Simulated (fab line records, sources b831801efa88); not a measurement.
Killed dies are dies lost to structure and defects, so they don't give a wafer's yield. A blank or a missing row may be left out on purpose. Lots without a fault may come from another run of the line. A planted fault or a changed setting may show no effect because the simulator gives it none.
fab line records | flow sky130
record lots=5 wafers=15 last_day=49
route steps=708 shown VT_ADJUST_NCORE@130 VT_ADJUST_HVTR@131 VT_ADJUST_PCH@143 SONOS_TUNNEL@154 SONOS_ONO@168
lots that met no fault: from a run of the same line without faults
start_h: hours from the record's first day to the start of the lot's first wafer shown | wait_h: hours since the lot's step before | " the same as in the row above | L1.1+2: a row that stands for several wafers | - no value, or no start given | * or withheld: withheld | < > ~ a bound
route shown NAME@n: a module of which the file shows steps, and the number in the route of the first | usual: mean/standard deviation of fault-free wafers | same: alike in all rows | chamber/n: place in a boat | sites: the reading at each site | _std_site: their standard deviation | _edge_site: outer sites' mean less inner sites' | radius_mm: how far each site lies from the wafer's centre | mask NAME#n: copy n | behind: the tool/chamber that last shaped the wafer | hold: why the lot was held/for how many hours/how that ended | device: the transistor (n, p or np) that didn't switch | end of line: the same wafers' tests at the end of the route | a step without rows: its recipe alone | killed: dies lost to structure and defects at the first sort, not the wafer's yield | map: a wafer's dies, x killed, . not, _ none there
set.NAME: the setting as run; set.NAME@STEP: as run at that earlier step | model.NAME: the simulator's own value behind a step, which no gauge read
lots at some steps of the route; a table a step, a row a wafer
services: from which hour (start_h, from the record's first day; less than 0 if before it) a tool's chamber was out of use, for how many hours, and why
## steps
# step SKY_VT_ADJUST_NCORE_TW_MEAS_11
# usual VT_ADJUST_NCORE_TW=217.2/2.1
# columns lot.wafer tool chamber start_h wait_h VT_ADJUST_NCORE_TW
L079.1 film_metro-02 - 222.87 0.1 216.7
L079.3 " - " " 217.2
L079.5 " - " " 215.5
L083.1 film_metro-02 - 245.42 0.1 216.4
L083.3 " - " " 217.7
L083.4 " - " " 216.8
L086.4 film_metro-02 - 265.70 0.1 216.8
L086.5 " - " " 217.7
L086.6 " - " " 217.7
L089.1 film_metro-04 - 288.77 0.1 215.9
L089.4 " - " " 217.0
L089.5 " - " " 215.2
L093.2 film_metro-02 - 314.63 0.1 218.0
L093.3 " - " " 218.1
L093.4 " - " " 216.7
# step SKY_VT_ADJUST_HVTR_DEHYDRATE_00
# recipe temp_c=200 time_s=60
# same time_s=60
# columns lot.wafer tool chamber start_h wait_h
L079.1+3+5 litho_track-02 0 232.71 9.8
L083.1+3+4 litho_track-02 0 255.61 10.2
L086.4+5+6 litho_track-01 0 277.54 11.8
L089.1+4+5 litho_track-03 0 300.69 11.9
L093.2+3+4 litho_track-03 0 326.97 12.3
# step SKY_VT_ADJUST_HVTR_HMDS_01
# recipe prime_time_s=60 prime_temp_c=120
# usual prime_temp_c=120.00/0.12
# columns lot.wafer tool chamber start_h wait_h prime_temp_c
L079.1 litho_track-02 0 232.86 0.1 120.06
L079.3 " 0 " " 120.03
L079.5 " 0 " " 119.92
L083.1 litho_track-02 0 255.76 0.1 120.05
L083.3 " 0 " " 120.10
L083.4 " 0 " " 120.03
L086.4 litho_track-01 0 277.69 0.1 120.11
L086.5 " 0 " " 119.97
L086.6 " 0 " " 119.96
L089.1 litho_track-03 0 300.84 0.1 120.11
L089.4 " 0 " " 120.00
L089.5 " 0 " " 120.14
L093.2 litho_track-03 0 327.12 0.1 120.21
L093.3 " 0 " " 120.02
L093.4 " 0 " " 120.03
# step SKY_VT_ADJUST_HVTR_COAT_02
# recipe resist=NOVOLAK spin_rpm=3000 resist_thk_nm=1140
# columns lot.wafer tool chamber start_h wait_h
L079.1+3+5 litho_track-02 0 233.01 0.1
L083.1+3+4 litho_track-02 0 255.91 0.1
L086.4+5+6 litho_track-01 0 277.84 0.1
L089.1+4+5 litho_track-03 0 300.99 0.1
L093.2+3+4 litho_track-03 0 327.27 0.1
# step SKY_VT_ADJUST_HVTR_SOFTBAKE_03
# recipe temp_c=90 time_s=60 resist=NOVOLAK
# same time_s=60
# columns lot.wafer tool chamber start_h wait_h
L079.1+3+5 litho_track-02 0 233.16 0.1
L083.1+3+4 litho_track-02 0 256.06 0.1
L086.4+5+6 litho_track-01 0 277.99 0.1
L089.1+4+5 litho_track-03 0 301.14 0.1
L093.2+3+4 litho_track-03 0 327.42 0.1
# step SKY_VT_ADJUST_HVTR_EXPOSE_04
# recipe mask_id=HVTRM target_cd_nm=380 na=0.6 source_shape=conventional sigma_outer=0.6 dose_mj=150
# usual stage_vel_mm_s=500.02/0.23
# same sigma_outer=0.6
# columns lot.wafer tool chamber start_h wait_h mask stage_vel_mm_s
L079.1 iline_stepper-02 0 - - HVTRM#0 499.99
L079.3 " 0 " " HVTRM#0 500.04
L079.5 " 0 " " HVTRM#0 500.44
L083.1 iline_stepper-02 0 - - HVTRM#0 499.99
L083.3 " 0 " " HVTRM#0 499.82
L083.4 " 0 " " HVTRM#0 500.05
L086.4 iline_stepper-01 0 - - HVTRM#0 499.78
L086.5 " 0 " " HVTRM#0 500.05
L086.6 " 0 " " HVTRM#0 500.05
L089.1 iline_stepper-02 0 - - HVTRM#0 499.86
L089.4 " 0 " " HVTRM#0 499.65
L089.5 " 0 " " HVTRM#0 499.97
L093.2 iline_stepper-02 0 - - HVTRM#0 500.16
L093.3 " 0 " " HVTRM#0 499.70
L093.4 " 0 " " HVTRM#0 500.04
# step SKY_VT_ADJUST_HVTR_PEB_05
# recipe temp_c=withheld time_s=* resist=NOVOLAK
# same time_s=*
# columns lot.wafer tool chamber start_h wait_h
L079.1+3+5 litho_track-03 0 - -
L083.1+3+4 litho_track-02 0 - -
L086.4+5+6 litho_track-03 0 - -
L089.1+4+5 litho_track-03 0 - -
L093.2+3+4 litho_track-03 0 - -
# step SKY_VT_ADJUST_HVTR_DEVELOP_06
# recipe develop_time_s=60 dev_temp_c=23
# usual developer_temp_C=22.99/0.11
# columns lot.wafer tool chamber start_h wait_h developer_temp_C
L079.1 litho_track-03 0 243.09 0.1 23.06
L079.3 " 0 " " 22.90
L079.5 " 0 " " 23.06
L083.1 litho_track-02 0 268.71 0.1 22.87
L083.3 " 0 " " 22.88
L083.4 " 0 " " 23.05
L086.4 litho_track-03 0 290.12 0.1 22.91
L086.5 " 0 " " 22.86
L086.6 " 0 " " 22.85
L089.1 litho_track-03 0 313.64 0.1 23.04
L089.4 " 0 " " 22.89
L089.5 " 0 " " 22.74
L093.2 litho_track-03 0 340.77 0.1 23.06
L093.3 " 0 " " 23.07
L093.4 " 0 " " 22.99
# step SKY_VT_ADJUST_HVTR_CD_MEAS_07
# recipe target_cd_nm=380
# usual cd_nm=378.9/2.3
# columns lot.wafer tool chamber start_h wait_h cd_nm
L079.1 cd_sem-02 - 243.24 0.1 377.0
L079.3 " - " " 378.0
L079.5 " - " " 378.1
L083.1 cd_sem-02 - 268.86 0.1 379.3
L083.3 " - " " 382.0
L083.4 " - " " 379.8
L086.4 cd_sem-02 - 290.25 0.1 380.0
L086.5 " - " " 379.1
L086.6 " - " " 379.8
L089.1 cd_sem-01 - 313.79 0.1 380.4
L089.4 " - " " 381.1
L089.5 " - " " 381.7
L093.2 cd_sem-02 - 340.91 0.1 379.4
L093.3 " - " " 377.2
L093.4 " - " " 378.8
# step SKY_VT_ADJUST_HVTR_OVL_MEAS_08
# usual VT_ADJUST_HVTR_OVL=-0.8/1.6
# columns lot.wafer tool chamber start_h wait_h VT_ADJUST_HVTR_OVL[nm]
L079.1 overlay-02 - 243.36 0.1 -4.2
L079.3 " - " " 0.6
L079.5 " - " " -2.9
L083.1 overlay-02 - 268.98 0.1 -1.5
L083.3 " - " " -2.6
L083.4 " - " " -2.7
L086.4 overlay-02 - 290.33 0.1 -1.9
L086.5 " - " " 1.1
L086.6 " - " " 0.3
L089.1 overlay-02 - 313.91 0.1 -2.4
L089.4 " - " " -2.4
L089.5 " - " " -1.5
L093.2 overlay-02 - 341.02 0.1 -0.4
L093.3 " - " " -0.2
L093.4 " - " " -3.1
# step SKY_VT_ADJUST_HVTR_IMPLANT_09
# recipe species=B energy_kev=10 dose_cm2=2.1e+12 tilt_deg=withheld
# columns lot.wafer tool chamber start_h wait_h
L079.1+3+5 implanter-01 0 243.40 0.0
L083.1+3+4 implanter-01 0 269.02 0.0
L086.4+5+6 implanter-01 0 290.43 0.1
L089.1+4+5 implanter-02 0 313.95 0.0
L093.2+3+4 implanter-02 0 341.08 0.0
# step SKY_VT_ADJUST_HVTR_STRIP_10
# recipe chemistry=O2/N2 power_w=1400 pressure_mtorr=1500 platen_temp_c=withheld o2_flow_sccm=3000 n2_flow_sccm=300 overash_fraction=0.5
# usual chamber_pressure_mTorr=1500.0/1.4 drypump_motor_current_A=5.9/0.42 oes_product_au=0.715/0.0046 strip_time_to_endpoint_s=14.19/0.041
# columns lot.wafer tool chamber start_h wait_h chamber_pressure_mTorr drypump_motor_current_A oes_product_au rf_hours_counter_h strip_time_to_endpoint_s
L079.1 plasma_asher-02 1 243.55 0.1 1499.7 5.7 0.717 59 14.23
L079.3 " 0 " " 1499.5 6.8 0.707 - 14.23
L079.5 " 1 " " 1500.6 5.7 0.714 - 14.24
L083.1 plasma_asher-03 0 269.17 0.1 1499.4 5.7 0.718 47 14.16
L083.3 " 1 " " 1500.1 5.7 0.712 - 14.17
L083.4 " 0 " " 1498.5 5.7 0.713 - 14.16
L086.4 plasma_asher-03 0 290.53 0.1 1501.1 5.7 0.712 - 14.26
L086.5 " 1 " " 1498.6 5.7 0.720 - 14.27
L086.6 " 0 " " 1501.3 5.7 0.723 - 14.23
L089.1 plasma_asher-04 1 314.10 0.1 1498.8 5.4 0.720 56 14.19
L089.4 " 0 " " 1498.3 6.1 0.707 - 14.18
L089.5 " 0 " " 1501.3 6.1 0.725 - 14.18
L093.2 plasma_asher-04 1 341.20 0.1 1499.4 5.3 0.712 59 14.14
L093.3 " 1 " " 1500.0 5.4 0.713 - 14.12
L093.4 " 0 " " 1499.8 6.1 0.719 - 14.12
# step SKY_VT_ADJUST_HVTR_TW_MEAS_11
# usual VT_ADJUST_HVTR_TW=210.2/2.9
# columns lot.wafer tool chamber start_h wait_h VT_ADJUST_HVTR_TW
L079.1 film_metro-03 - 243.65 0.1 212.3
L079.3 " - " " 212.1
L079.5 " - " " 213.3
L083.1 film_metro-03 - 269.27 0.1 211.5
L083.3 " - " " 210.5
L083.4 " - " " 209.9
L086.4 film_metro-01 - 290.63 0.1 212.2
L086.5 " - " " 211.6
L086.6 " - " " 212.6
L089.1 film_metro-04 - 314.20 0.1 207.7
L089.4 " - " " 206.0
L089.5 " - " " 207.3
L093.2 film_metro-01 - 341.31 0.1 211.5
L093.3 " - " " 212.8
L093.4 " - " " 212.8
# step SKY_VT_ADJUST_PCH_DEHYDRATE_00
# recipe temp_c=200 time_s=60
# same time_s=60
# columns lot.wafer tool chamber start_h wait_h
L079.1+3+5 litho_track-03 0 254.19 10.5
L083.1+3+4 litho_track-03 0 280.19 10.9
L086.4+5+6 litho_track-04 0 302.63 12.0
L089.1+4+5 litho_track-04 0 326.86 12.6
L093.2+3+4 litho_track-04 0 354.68 13.4
# step SKY_VT_ADJUST_PCH_HMDS_01
# recipe prime_time_s=60 prime_temp_c=120
# usual prime_temp_c=119.99/0.14
# columns lot.wafer tool chamber start_h wait_h prime_temp_c
L079.1 litho_track-03 0 254.34 0.1 119.87
L079.3 " 0 " " 120.03
L079.5 " 0 " " 120.13
L083.1 litho_track-03 0 280.34 0.1 119.68
L083.3 " 0 " " 119.85
L083.4 " 0 " " 119.63
L086.4 litho_track-04 0 302.78 0.1 119.87
L086.5 " 0 " " 119.87
L086.6 " 0 " " 119.98
L089.1 litho_track-04 0 327.01 0.1 119.92
L089.4 " 0 " " 119.78
L089.5 " 0 " " 119.91
L093.2 litho_track-04 0 354.83 0.1 120.12
L093.3 " 0 " " 119.88
L093.4 " 0 " " 120.19
# step SKY_VT_ADJUST_PCH_COAT_02
# recipe spin_rpm=2000 resist_thk_nm=3000
# columns lot.wafer tool chamber start_h wait_h
L079.1+3+5 litho_track-03 0 254.49 0.1
L083.1+3+4 litho_track-03 0 280.49 0.1
L086.4+5+6 litho_track-04 0 302.93 0.1
L089.1+4+5 litho_track-04 0 327.16 0.1
L093.2+3+4 litho_track-04 0 354.98 0.1
# step SKY_VT_ADJUST_PCH_SOFTBAKE_03
# recipe temp_c=110 time_s=withheld
# columns lot.wafer tool chamber start_h wait_h
L079.1+3+5 litho_track-03 0 254.64 0.1
L083.1+3+4 litho_track-03 0 280.64 0.1
L086.4+5+6 litho_track-04 0 303.11 0.1
L089.1+4+5 litho_track-04 0 327.31 0.1
L093.2+3+4 litho_track-04 0 355.14 0.1
# step SKY_VT_ADJUST_PCH_EXPOSE_04
# recipe mask_id=NWM na=0.6 source_shape=conventional sigma_outer=0.6 polarization=unpolarized target_cd_nm=840 dose_mj=255
# usual stage_vel_mm_s=499.96/0.26
# same sigma_outer=0.6
# columns lot.wafer tool chamber start_h wait_h mask stage_vel_mm_s
L079.1 iline_stepper-01 0 - - NWM#0 499.66
L079.3 " 0 " " NWM#0 499.98
L079.5 " 0 " " NWM#0 499.60
L083.1 iline_stepper-02 0 - - NWM#0 499.89
L083.3 " 0 " " NWM#0 499.94
L083.4 " 0 " " NWM#0 500.32
L086.4 iline_stepper-01 0 - - NWM#0 499.73
L086.5 " 0 " " NWM#0 499.36
L086.6 " 0 " " NWM#0 499.44
L089.1 iline_stepper-01 0 - - NWM#0 500.66
L089.4 " 0 " " NWM#0 500.20
L089.5 " 0 " " NWM#0 500.36
L093.2 iline_stepper-02 0 - - NWM#0 500.14
L093.3 " 0 " " NWM#0 500.24
L093.4 " 0 " " NWM#0 499.74
# step SKY_VT_ADJUST_PCH_PEB_05
# recipe temp_c=115 time_s=withheld
# columns lot.wafer tool chamber start_h wait_h
L079.1+3+5 litho_track-02 0 - -
L083.1+3+4 litho_track-02 0 - -
L086.4+5+6 litho_track-04 0 - -
L089.1+4+5 litho_track-03 0 - -
L093.2+3+4 litho_track-02 0 - -
# step SKY_VT_ADJUST_PCH_DEVELOP_06
# recipe wall_angle_deg=90 developer=TMAH develop_time_s=60 dev_temp_c=23
# usual developer_temp_C=22.98/0.12
# columns lot.wafer tool chamber start_h wait_h developer_temp_C
L079.1 litho_track-02 0 - - 23.17
L079.3 " 0 " " 23.13
L079.5 " 0 " " 23.10
L083.1 litho_track-02 0 - - 22.98
L083.3 " 0 " " 23.06
L083.4 " 0 " " 22.98
L086.4 litho_track-04 0 - - 22.95
L086.5 " 0 " " 23.02
L086.6 " 0 " " 22.92
L089.1 litho_track-03 0 - - 23.07
L089.4 " 0 " " 23.05
L089.5 " 0 " " 22.96
L093.2 litho_track-02 0 - - 22.98
L093.3 " 0 " " 22.98
L093.4 " 0 " " 22.93
# step SKY_VT_ADJUST_PCH_OVL_MEAS_07
# usual VT_ADJUST_PCH_OVL=0.6/1.3
# columns lot.wafer tool chamber start_h wait_h VT_ADJUST_PCH_OVL[nm]
L079.1 overlay-01 - 266.41 - 2.9
L079.3 " - " " -0.5
L079.5 " - " " 1.1
L083.1 overlay-01 - 293.71 - -0.3
L083.3 " - " " 0.9
L083.4 " - " " -1.8
L086.4 overlay-02 - 316.13 - -0.1
L086.5 " - " " 0.9
L086.6 " - " " -1.5
L089.1 overlay-01 - 340.24 - 0.9
L089.4 " - " " 3.2
L089.5 " - " " 1.4
L093.2 overlay-02 - 369.47 - 1.7
L093.3 " - " " -1.0
L093.4 " - " " 1.5
# step SKY_VT_ADJUST_PCH_IMPLANT_08
# recipe species=B energy_kev=10 dose_cm2=5e+11 tilt_deg=withheld
# columns lot.wafer tool chamber start_h wait_h
L079.1+3+5 implanter-04 0 266.45 0.0
L083.1+3+4 implanter-03 0 293.75 0.0
L086.4+5+6 implanter-03 0 316.22 0.1
L089.1+4+5 implanter-01 0 340.28 0.0
L093.2+3+4 implanter-01 0 369.52 0.0
# step SKY_VT_ADJUST_PCH_STRIP_09
# recipe chemistry=O2/N2 power_w=1400 pressure_mtorr=1500 platen_temp_c=withheld o2_flow_sccm=3000 n2_flow_sccm=300 overash_fraction=0.5
# usual chamber_pressure_mTorr=1500.0/1.3 drypump_motor_current_A=5.9/0.53 oes_product_au=0.723/0.0049 strip_time_to_endpoint_s=37.00/0.1
# columns lot.wafer tool chamber start_h wait_h chamber_pressure_mTorr drypump_motor_current_A oes_product_au rf_hours_counter_h strip_time_to_endpoint_s
L079.1 plasma_asher-01 0 266.60 0.1 1499.7 5.8 0.726 13 36.96
L079.3 " 1 " " 1500.6 5.2 0.719 - 36.91
L079.5 " 1 " " 1499.7 5.2 0.722 - 36.99
L083.1 plasma_asher-02 1 293.90 0.1 1498.6 5.8 0.721 64 37.04
L083.3 " 0 " " 1501.7 6.8 0.725 - 36.99
L083.4 " 1 " " 1501.0 5.8 0.722 - 37.09
L086.4 plasma_asher-01 0 316.33 0.1 1500.9 5.9 0.716 - 36.99
L086.5 " 1 " " 1498.4 5.2 0.721 - 37.04
L086.6 " 0 " " 1502.6 5.9 0.733 - 36.95
L089.1 plasma_asher-03 1 340.43 0.1 1500.4 5.7 0.726 54 37.02
L089.4 " 0 " " 1499.8 5.7 0.729 - 36.93
L089.5 " 1 " " 1500.2 5.7 0.717 - 37.01
L093.2 plasma_asher-02 0 369.65 0.1 1497.5 6.8 0.722 72 37.12
L093.3 " 0 " " 1501.1 6.7 0.714 - 37.10
L093.4 " 1 " " 1499.9 5.8 0.722 - 37.03
# step SKY_VT_ADJUST_PCH_TW_MEAS_10
# usual VT_ADJUST_PCH_TW=143.0/1
# columns lot.wafer tool chamber start_h wait_h VT_ADJUST_PCH_TW
L079.1 film_metro-02 - 266.70 0.1 141.3
L079.3 " - " " 142.1
L079.5 " - " " 141.7
L083.1 film_metro-02 - 294.00 0.1 141.8
L083.3 " - " " 142.5
L083.4 " - " " 142.2
L086.4 film_metro-03 - 316.43 0.1 143.3
L086.5 " - " " 143.4
L086.6 " - " " 144.1
L089.1 film_metro-02 - 340.53 0.1 142.3
L089.4 " - " " 142.0
L089.5 " - " " 140.9
L093.2 film_metro-03 - 369.76 0.1 142.6
L093.3 " - " " 143.2
L093.4 " - " " 144.0
# step SKY_SONOS_TUNNEL_DEHYDRATE_00
# recipe temp_c=200 time_s=60
# same time_s=60
# columns lot.wafer tool chamber start_h wait_h
L079.1+3+5 litho_track-01 0 278.42 11.7
L083.1+3+4 litho_track-03 0 306.04 12.0
L086.4+5+6 litho_track-04 0 329.18 12.7
L089.1+4+5 litho_track-03 0 354.04 13.5
L093.2+3+4 litho_track-04 0 382.68 12.9
# step SKY_SONOS_TUNNEL_HMDS_01
# recipe prime_time_s=60 prime_temp_c=120
# usual prime_temp_c=120.05/0.13
# columns lot.wafer tool chamber start_h wait_h prime_temp_c
L079.1 litho_track-01 0 278.57 0.1 119.93
L079.3 " 0 " " 119.85
L079.5 " 0 " " 120.17
L083.1 litho_track-03 0 306.19 0.1 120.10
L083.3 " 0 " " 120.06
L083.4 " 0 " " 120.18
L086.4 litho_track-04 0 329.33 0.1 120.00
L086.5 " 0 " " 119.86
L086.6 " 0 " " 119.97
L089.1 litho_track-03 0 354.19 0.1 119.90
L089.4 " 0 " " 120.16
L089.5 " 0 " " 120.25
L093.2 litho_track-04 0 382.83 0.1 119.91
L093.3 " 0 " " 120.15
L093.4 " 0 " " 119.94
# step SKY_SONOS_TUNNEL_COAT_02
# recipe resist=NOVOLAK spin_rpm=3000 resist_thk_nm=1140
# columns lot.wafer tool chamber start_h wait_h
L079.1+3+5 litho_track-01 0 278.72 0.1
L083.1+3+4 litho_track-03 0 306.34 0.1
L086.4+5+6 litho_track-04 0 329.48 0.1
L089.1+4+5 litho_track-03 0 354.34 0.1
L093.2+3+4 litho_track-04 0 382.98 0.1
# step SKY_SONOS_TUNNEL_SOFTBAKE_03
# recipe temp_c=90 time_s=60 resist=NOVOLAK
# same time_s=60
# columns lot.wafer tool chamber start_h wait_h
L079.1+3+5 litho_track-01 0 278.87 0.1
L083.1+3+4 litho_track-03 0 306.49 0.1
L086.4+5+6 litho_track-04 0 329.63 0.1
L089.1+4+5 litho_track-03 0 354.49 0.1
L093.2+3+4 litho_track-04 0 383.13 0.1
# step SKY_SONOS_TUNNEL_EXPOSE_04
# recipe mask_id=TUNM na=0.6 source_shape=conventional sigma_outer=0.6 polarization=unpolarized target_cd_nm=410 dose_mj=136
# usual stage_vel_mm_s=499.98/0.26
# same sigma_outer=0.6
# columns lot.wafer tool chamber start_h wait_h mask stage_vel_mm_s
L079.1 iline_stepper-01 0 - - TUNM#0 500.01
L079.3 " 0 " " TUNM#0 500.33
L079.5 " 0 " " TUNM#0 500.20
L083.1 iline_stepper-02 0 - - TUNM#0 499.81
L083.3 " 0 " " TUNM#0 499.76
L083.4 " 0 " " TUNM#0 499.67
L086.4 iline_stepper-01 0 - - TUNM#0 500.52
L086.5 " 0 " " TUNM#0 500.49
L086.6 " 0 " " TUNM#0 500.01
L089.1 iline_stepper-01 0 - - TUNM#0 499.90
L089.4 " 0 " " TUNM#0 499.74
L089.5 " 0 " " TUNM#0 499.87
L093.2 iline_stepper-02 0 - - TUNM#0 499.86
L093.3 " 0 " " TUNM#0 499.95
L093.4 " 0 " " TUNM#0 500.46
# step SKY_SONOS_TUNNEL_PEB_05
# recipe temp_c=withheld time_s=* resist=NOVOLAK
# same time_s=*
# columns lot.wafer tool chamber start_h wait_h
L079.1+3+5 litho_track-01 0 - -
L083.1+3+4 litho_track-01 0 - -
L086.4+5+6 litho_track-03 0 - -
L089.1+4+5 litho_track-04 0 - -
L093.2+3+4 litho_track-04 0 - -
# step SKY_SONOS_TUNNEL_DEVELOP_06
# recipe resist=NOVOLAK developer=TMAH develop_time_s=60 dev_temp_c=23
# usual developer_temp_C=22.98/0.11
# columns lot.wafer tool chamber start_h wait_h developer_temp_C
L079.1 litho_track-01 0 290.87 0.1 22.95
L079.3 " 0 " " 23.08
L079.5 " 0 " " 23.05
L083.1 litho_track-01 0 319.47 0.1 23.08
L083.3 " 0 " " 23.01
L083.4 " 0 " " 22.97
L086.4 litho_track-03 0 342.42 0.1 22.97
L086.5 " 0 " " 23.14
L086.6 " 0 " " 23.00
L089.1 litho_track-04 0 368.51 0.1 23.07
L089.4 " 0 " " 22.90
L089.5 " 0 " " 22.88
L093.2 litho_track-04 0 397.43 0.1 23.16
L093.3 " 0 " " 23.15
L093.4 " 0 " " 22.97
# step SKY_SONOS_TUNNEL_CD_MEAS_07
# recipe target_cd_nm=410
# usual cd_nm=410.2/2
# columns lot.wafer tool chamber start_h wait_h cd_nm
L079.1 cd_sem-02 - 291.02 0.1 412.8
L079.3 " - " " 413.2
L079.5 " - " " 412.7
L083.1 cd_sem-02 - 319.62 0.1 410.1
L083.3 " - " " 411.4
L083.4 " - " " 409.9
L086.4 cd_sem-02 - 342.55 0.1 409.3
L086.5 " - " " 408.0
L086.6 " - " " 409.6
L089.1 cd_sem-02 - 368.66 0.1 408.2
L089.4 " - " " 408.4
L089.5 " - " " 409.2
L093.2 cd_sem-02 - 397.58 0.1 412.5
L093.3 " - " " 411.2
L093.4 " - " " 410.8
# step SKY_SONOS_TUNNEL_OVL_MEAS_08
# usual SONOS_TUNNEL_OVL=0.8/1.3
# columns lot.wafer tool chamber start_h wait_h SONOS_TUNNEL_OVL[nm]
L079.1 overlay-02 - 291.14 0.1 0.5
L079.3 " - " " 0.1
L079.5 " - " " -2.1
L083.1 overlay-01 - 319.74 0.1 2.6
L083.3 " - " " -0.9
L083.4 " - " " 2.6
L086.4 overlay-01 - 342.63 0.1 0.5
L086.5 " - " " 0.9
L086.6 " - " " 0.3
L089.1 overlay-01 - 368.78 0.1 1.2
L089.4 " - " " -0.5
L089.5 " - " " 0.8
L093.2 overlay-01 - 397.69 0.1 0.2
L093.3 " - " " 0.5
L093.4 " - " " 2.9
# step SKY_SONOS_TUNNEL_IMPLANT_09
# recipe species=B energy_kev=20 dose_cm2=1e+12 tilt_deg=withheld
# columns lot.wafer tool chamber start_h wait_h
L079.1+3+5 implanter-03 0 291.17 0.0
L083.1+3+4 implanter-03 0 319.77 0.0
L086.4+5+6 implanter-04 0 342.73 0.1
L089.1+4+5 implanter-04 0 368.82 0.0
L093.2+3+4 implanter-02 0 397.74 0.0
# step SKY_SONOS_TUNNEL_WET_ETCH_10
# recipe chemistry=dHF target_depth_nm=14 target=SiO2 dilution=100:1 temp_c=25 time_s=280
# same time_s=280
# columns lot.wafer tool chamber start_h wait_h
L079.1+3+5 wet_bench-02 2 291.32 0.1
L083.1+3+4 wet_bench-03 0 319.92 0.1
L086.4+5+6 wet_bench-03 0 342.80 0.1
L089.1+4+5 wet_bench-02 2 368.97 0.1
L093.2+3+4 wet_bench-03 0 397.87 0.1
# step SKY_SONOS_TUNNEL_STRIP_11
# recipe chemistry=SPM time_s=600 temp_c=130
# usual bath_guard_temp_C=130.0/0.46
# same time_s=600
# columns lot.wafer tool chamber start_h wait_h bath_guard_temp_C
L079.1 wet_bench-03 2 291.41 0.0 130.1
L079.3 " 2 " " 130.0
L079.5 " 2 " " 129.9
L083.1 wet_bench-01 3 320.02 0.0 130.5
L083.3 " 3 " " 130.4
L083.4 " 3 " " 130.4
L086.4 wet_bench-01 3 342.89 0.0 130.5
L086.5 " 3 " " 130.2
L086.6 " 3 " " 129.9
L089.1 wet_bench-02 2 369.05 0.0 130.6
L089.4 " 2 " " 130.4
L089.5 " 2 " " 130.5
L093.2 wet_bench-01 2 397.95 0.0 129.8
L093.3 " 2 " " 129.7
L093.4 " 2 " " 129.5
# step SKY_SONOS_TUNNEL_TW_MEAS_12
# usual SONOS_TUNNEL_TW=196.0/1.8
# columns lot.wafer tool chamber start_h wait_h SONOS_TUNNEL_TW
L079.1 film_metro-04 - 291.58 0.0 194.1
L079.3 " - " " 195.2
L079.5 " - " " 194.3
L083.1 film_metro-03 - 320.19 0.0 198.7
L083.3 " - " " 198.3
L083.4 " - " " 198.1
L086.4 film_metro-04 - 343.10 0.0 193.7
L086.5 " - " " 194.0
L086.6 " - " " 193.6
L089.1 film_metro-04 - 369.23 0.0 195.3
L089.4 " - " " 193.6
L089.5 " - " " 194.0
L093.2 film_metro-02 - 398.14 0.0 195.6
L093.3 " - " " 197.3
L093.4 " - " " 195.8
# step SKY_SONOS_TUNNEL_CLEAN_13
# recipe chemistry=dHF time_s=20 dilution=100:1 dry=ipa_marangoni
# same time_s=20
# columns lot.wafer tool chamber start_h wait_h
L079.1+3+5 wet_bench-02 2 291.64 0.1
L083.1+3+4 wet_bench-02 3 320.25 0.1
L086.4+5+6 wet_bench-02 3 343.13 0.0
L089.1+4+5 wet_bench-02 2 369.29 0.1
L093.2+3+4 wet_bench-02 3 398.19 0.0
# step SKY_SONOS_ONO_OXIDATION_00
# recipe temp_c=800 ambient=O2 idle_temp_c=700 ramp_up_c_per_min=10 ramp_down_c_per_min=3 stabilise_s=600 purge_s=300 target_thk_a=26 ox_time_s=1249
# usual ramp_up_c_per_min=10.000/0.0019 spike_tc_centre_C=801.1/1.2 zone_power_top_pct=30/4.5
# same ox_time_s=1249 stabilise_s=600
# columns lot.wafer tool chamber start_h wait_h ramp_up_c_per_min spike_tc_centre_C zone_power_top_pct
L079.1 furnace-02 0 293.49 1.8 10.001 800.5 34
L079.3 " 0 " " 9.9971 799.5 35
L079.5 " 0 " " 9.9988 799.3 35
L083.1 furnace-02 0 322.35 2.1 9.9965 799.7 35
L083.3 " 0 " " 10.001 799.3 35
L083.4 " 0 " " 10.003 800.2 35
L086.4 furnace-01 0 343.14 0.0 10.003 802.3 26
L086.5 " 0 " " 9.9997 800.7 26
L086.6 " 0 " " 9.9998 801.4 25
L089.1 furnace-02 0 369.60 0.3 9.9992 799.7 34
L089.4 " 0 " " 9.9982 798.7 35
L089.5 " 0 " " 10.002 801.5 35
L093.2 furnace-02 0 398.34 0.1 9.9996 800.2 35
L093.3 " 0 " " 10.002 800.3 35
L093.4 " 0 " " 10.001 800.2 35
# step SKY_SONOS_ONO_THK_MEAS_01
# recipe reads=SiO2_of_SONOS_ONO_OXIDATION_00
# usual SONOS_ONO_OXIDATION_THK=2.62/0.056
# columns lot.wafer tool chamber start_h wait_h SONOS_ONO_OXIDATION_THK[nm]
L079.1 film_metro-04 - 294.84 0.0 2.63
L079.3 " - " " 2.70
L079.5 " - " " 2.57
L083.1 film_metro-04 - 323.70 0.0 2.53
L083.3 " - " " 2.60
L083.4 " - " " 2.50
L086.4 film_metro-01 - 344.52 0.0 2.65
L086.5 " - " " 2.68
L086.6 " - " " 2.56
L089.1 film_metro-01 - 370.94 0.0 2.53
L089.4 " - " " 2.55
L089.5 " - " " 2.57
L093.2 film_metro-02 - 399.70 0.0 2.55
L093.3 " - " " 2.64
L093.4 " - " " 2.76
# step SKY_SONOS_ONO_CVD_02
# recipe material=Si3N4 precursor=DCS/NH3 target_thk_nm=10.5 temp_c=770 time_s=180 pressure_mtorr=250
# usual spike_tc_centre_C=771.8/1.1 zone_power_top_pct=24.5/1
# same time_s=180
# columns lot.wafer tool chamber start_h wait_h spike_tc_centre_C zone_power_top_pct
L079.1 lpcvd-02 0 294.90 0.1 771.1 25.1
L079.3 " 0 " " 772.7 26.0
L079.5 " 0 " " 772.8 25.5
L083.1 lpcvd-02 1 324.31 0.6 770.4 23.5
L083.3 " 1 " " 771.0 23.8
L083.4 " 1 " " 772.5 23.5
L086.4 lpcvd-02 0 344.55 0.0 771.7 25.3
L086.5 " 0 " " 769.3 25.2
L086.6 " 0 " " 772.7 26.0
L089.1 lpcvd-02 1 372.25 1.3 772.5 23.5
L089.4 " 1 " " 769.5 23.3
L089.5 " 1 " " 771.1 23.6
L093.2 lpcvd-02 1 399.75 0.0 771.6 23.5
L093.3 " 1 " " 772.0 23.5
L093.4 " 1 " " 773.6 23.3
## services
# columns tool chamber start_h hours kind
implanter-02 - 211.96 3.5 repair
furnace-01 - 239.80 5.0 pm
wet_bench-02 - 248.04 3.3 repair
implanter-03 - 263.49 1.4 repair
furnace-02 - 270.51 3.1 pm
furnace-01 - 312.81 2.8 pm
iline_stepper-02 - 321.31 1.7 pm
implanter-04 - 327.19 5.4 pm
iline_stepper-02 0 330.19 - calibration
implanter-03 - 350.49 1.6 repair
plasma_asher-04 - 357.79 2.8 pm
implanter-02 - 357.79 2.5 repair
plasma_asher-03 - 360.61 0.7 repair
iline_stepper-01 - 388.35 1.7 pm
## key
fault none
